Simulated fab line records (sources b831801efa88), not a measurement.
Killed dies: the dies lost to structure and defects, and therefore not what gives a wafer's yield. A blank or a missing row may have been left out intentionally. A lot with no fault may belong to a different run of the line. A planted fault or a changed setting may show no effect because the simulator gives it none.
Matching of chambers | flow gf180mcu | pecvd-02 running GF_PASSIVATION_CVD_02: 3 sister chambers
The step deposits Si3N4, target thk 700 nm, time 486.18 s. 6 wafers are shown with their chamber, then 9 later ones without.

## WAFERS WITH THEIR CHAMBER
wafer  | chamber | heater_power_w (W)
L081.1 | 1       | 675
L085.1 | 1       | 694
L085.3 | 0       | 893
L088.2 | 2       | 673
L088.4 | 2       | 739
L088.5 | 0       | 865

## WAFERS MISSING THEIR CHAMBER
wafer  | heater_power_w (W)
L089.3 | 687
L089.4 | 912
L089.6 | 597
L095.1 | 615
L095.4 | 657
L095.6 | 700
L097.1 | 878
L097.3 | 688
L097.4 | 661

## THE CHAMBER EACH PASSED THROUGH
wafer  | from the rows above     | in truth
L089.3 | can't be placed: 1 or 2 | 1
L089.4 | 0                       | 0
L089.6 | can't be placed: 1 or 2 | 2
L095.1 | can't be placed: 1 or 2 | 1
L095.4 | can't be placed: 1 or 2 | 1
L095.6 | can't be placed: 2 or 1 | 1
L097.1 | 0                       | 0
L097.3 | can't be placed: 1 or 2 | 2
L097.4 | can't be placed: 1 or 2 | 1
Correct placement for 2 of the 9. Not placeable from these rows: 7 (in 7, the candidates include the true chamber). Number placed wrongly: 0.
How it was worked out, from the rows above alone: a wafer's distance from a chamber is the root of the sum, over the readings, of the square of ((its reading less the chamber's mean) divided by the reading's scatter). If the next closest chamber is less than 2 further off than the closest, the wafer can't be placed; otherwise it belongs to the closest. A chamber's mean is the mean of its shown wafers. The scatter: the root of (the sum of the squares of (reading less its chamber's mean) over the shown wafers, divided by (wafers less chambers)).
